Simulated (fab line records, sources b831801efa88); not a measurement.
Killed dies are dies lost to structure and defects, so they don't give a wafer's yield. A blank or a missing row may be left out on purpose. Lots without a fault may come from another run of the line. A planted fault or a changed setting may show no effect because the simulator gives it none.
Which tool did it? | flow gf180mcu | 14 lots, 42 wafers sampled, at 4 steps of a route of 602

WHAT THE GAUGES READ, wafer by wafer
GF_PASSIVATION_BOW_MEAS_14. Usual: PASSIVATION_BOW 133 um, standard deviation 13.
lot  | measured     | on            | PASSIVATION_BOW (um) | flag
L443 | day 29 00:26 | film_metro-04 | 138 148 149          |
L444 | day 29 04:58 | film_metro-04 | 140 137 134          |
L445 | day 29 11:11 | film_metro-04 | 125 135 124          |
L446 | day 29 22:19 | film_metro-01 | 137 121 134          |
L447 | day 30 04:01 | film_metro-01 | 121 131 125          |
L448 | day 30 12:10 | film_metro-01 | 151 149 142          |
L449 | day 30 20:28 | film_metro-04 | 127 130 124          |
L450 | day 31 05:37 | film_metro-01 | 124 145 128          |
L453 | day 32 05:55 | film_metro-04 | 133 130 125          |
L455 | day 32 15:10 | film_metro-04 | 140 131 156          |
L461 | day 34 01:29 | film_metro-04 | 162 149 156          |
L462 | day 34 02:28 | film_metro-01 | 120 123 112          |
L464 | day 34 14:55 | film_metro-01 | 153 143 151          |
L466 | day 34 22:17 | film_metro-04 | 143 154 158          |

WHICH TOOL RAN EACH LOT (tool, then ch and the chambers of the sampled wafers, then the start)
lot  | GF_HV_LDD_CVD_54            | GF_TOP_METAL_SPUTTER_01      | GF_PASSIVATION_ETCH_11
L443 | lpcvd-02 ch 1, day 12 06:38 | pvd_sputter-02, day 27 05:31 | rie_diel-02 ch 0,1,2, day 28 22:29
L444 | lpcvd-02 ch 0, day 12 15:04 | pvd_sputter-02, day 27 10:56 | rie_diel-04 ch 0,3, day 29 03:05
L445 | lpcvd-02 ch 0, day 12 22:13 | pvd_sputter-02, day 27 16:16 | rie_diel-02 ch 0,1,3, day 29 08:38
L446 | lpcvd-02 ch 0, day 13 07:28 | pvd_sputter-01, day 28 04:56 | rie_diel-01 ch 1,2, day 29 20:26
L447 | lpcvd-01 ch 0, day 13 15:16 | pvd_sputter-04, day 28 11:13 | rie_diel-01 ch 0,1, day 30 02:11
L448 | lpcvd-01 ch 1, day 14 01:24 | pvd_sputter-04, day 28 19:52 | rie_diel-04 ch 0,1,2, day 30 10:20
L449 | lpcvd-02 ch 1, day 14 09:44 | pvd_sputter-02, day 29 04:46 | rie_diel-01 ch 0,1,3, day 30 18:38
L450 | lpcvd-01 ch 0, day 14 19:52 | pvd_sputter-02, day 29 14:17 | rie_diel-04 ch 1,3, day 31 03:47
L453 | lpcvd-02 ch 1, day 16 02:06 | pvd_sputter-02, day 30 16:22 | rie_diel-02 ch 0,1,2, day 32 04:05
L455 | lpcvd-02 ch 1, day 16 17:12 | pvd_sputter-02, day 31 02:14 | rie_diel-04 ch 1,2, day 32 13:17
L461 | lpcvd-01 ch 1, day 18 14:10 | pvd_sputter-02, day 32 14:05 | rie_diel-01 ch 0,1,3, day 33 23:35
L462 | lpcvd-01 ch 0, day 18 16:33 | pvd_sputter-02, day 32 15:43 | rie_diel-01 ch 0,1,3, day 34 00:38
L464 | lpcvd-01 ch 1, day 19 11:19 | pvd_sputter-02, day 33 04:59 | rie_diel-04 ch 0,1,3, day 34 12:32
L466 | lpcvd-01 ch 0, day 20 03:41 | pvd_sputter-01, day 33 13:24 | rie_diel-04 ch 2,3, day 34 20:26
- GF_HV_LDD_CVD_54: deposits SiO2 from TEOS, target thk 10 nm, time 75 s.
- GF_TOP_METAL_SPUTTER_01: material TiN, target thk 30 nm, time 25 s.
- GF_PASSIVATION_ETCH_11: etches the open film in CF4/O2, stops on TiN, target depth 1800 nm, time 400 s.

WHAT THE TOOLS THEMSELVES READ (means of the sampled wafers that have a number; where no wafer has one, the mark that the record gives instead)
GF_HV_LDD_CVD_54. Usual: spike_tc_lower_C 681.0 C, standard deviation 1.4; spike_tc_top_C 694 C, standard deviation 3.6.
lot  | tool     | spike_tc_lower_C (C) | spike_tc_top_C (C) | flag
L443 | lpcvd-02 | 681.6                | 689                |
L444 | lpcvd-02 | 678.9                | 698                |
L445 | lpcvd-02 | 680.6                | 698                |
L446 | lpcvd-02 | 678.7                | 697                |
L447 | lpcvd-01 | 680.9                | 698                |
L448 | lpcvd-01 | 681.3                | 693                |
L449 | lpcvd-02 | 681.0                | 689                |
L450 | lpcvd-01 | 680.7                | 698                |
L453 | lpcvd-02 | 681.7                | 689                |
L455 | lpcvd-02 | 683.0                | 689                |
L461 | lpcvd-01 | 681.0                | 693                |
L462 | lpcvd-01 | 680.7                | 697                |
L464 | lpcvd-01 | 681.4                | 692                |
L466 | lpcvd-01 | 681.4                | 697                |

GF_TOP_METAL_SPUTTER_01. Usual: cathode_dc_power_W 6500.1 W, standard deviation 1.1; throttle_valve_pct 30.4 %, standard deviation 1.
lot  | tool           | cathode_dc_power_W (W) | throttle_valve_pct (%) | flag
L443 | pvd_sputter-02 | 6499.9                 | 31.4                   |
L444 | pvd_sputter-02 | 6500.7                 | 31.4                   |
L445 | pvd_sputter-02 | 6500.0                 | 31.1                   |
L446 | pvd_sputter-01 | 6500.4                 | 30.1                   |
L447 | pvd_sputter-04 | 6501.2                 | 29.4                   |
L448 | pvd_sputter-04 | 6499.3                 | 29.4                   |
L449 | pvd_sputter-02 | 6501.1                 | 30.4                   |
L450 | pvd_sputter-02 | 6501.5                 | 30.6                   |
L453 | pvd_sputter-02 | 6500.6                 | 30.6                   |
L455 | pvd_sputter-02 | 6500.3                 | 30.7                   |
L461 | pvd_sputter-02 | 6499.6                 | 31.5                   |
L462 | pvd_sputter-02 | 6498.8                 | 31.1                   |
L464 | pvd_sputter-02 | 6499.6                 | 31.0                   |
L466 | pvd_sputter-01 | 6499.0                 | 29.8                   |

GF_PASSIVATION_ETCH_11. Usual: drypump_motor_current_A 5.7 A, standard deviation 0.53; oes_product_au 0.962 a.u., standard deviation 0.0078; throttle_valve_pct 5.960 %, standard deviation 0.0099.
lot  | tool        | drypump_motor_current_A (A) | oes_product_au (a.u.) | throttle_valve_pct (%) | flag
L443 | rie_diel-02 | 5.6                         | 0.964                 | 5.958                  |
L444 | rie_diel-04 | 6.0                         | 0.969                 | 5.970                  |
L445 | rie_diel-02 | 5.2                         | 0.959                 | 5.958                  |
L446 | rie_diel-01 | 6.1                         | 0.965                 | 5.961                  |
L447 | rie_diel-01 | 5.4                         | 0.963                 | 5.951                  |
L448 | rie_diel-04 | 5.5                         | 0.958                 | 5.961                  |
L449 | rie_diel-01 | 5.5                         | 0.955                 | 5.963                  |
L450 | rie_diel-04 | 6.3                         | 0.960                 | 5.957                  |
L453 | rie_diel-02 | 5.7                         | 0.961                 | 5.967                  |
L455 | rie_diel-04 | 5.7                         | 0.966                 | 5.957                  |
L461 | rie_diel-01 | 5.5                         | 0.955                 | 5.954                  |
L462 | rie_diel-01 | 5.5                         | 0.956                 | 5.969                  |
L464 | rie_diel-04 | 5.8                         | 0.970                 | 5.965                  |
L466 | rie_diel-04 | 6.2                         | 0.971                 | 5.957                  |

THE ANSWER, worked out from the rows above alone
Rule: a lot is off if the mean of its wafers that have a number lies more than 3 standard deviations from the usual mean. A lot without any number at a reading at which 4 lots or more have one is off too. The other lots that the step has rows for count as sound. The gauges are gone through in route order, then the tools' own readings, and for those a lot's mean is taken as printed above. The first step at which some lot is off is used, and at that step the reading that is off furthest; a lot without a number counts as furthest.
No lot is off at any reading shown: from this, nothing can be told.

WHAT THE SIMULATOR HAD PUT IN
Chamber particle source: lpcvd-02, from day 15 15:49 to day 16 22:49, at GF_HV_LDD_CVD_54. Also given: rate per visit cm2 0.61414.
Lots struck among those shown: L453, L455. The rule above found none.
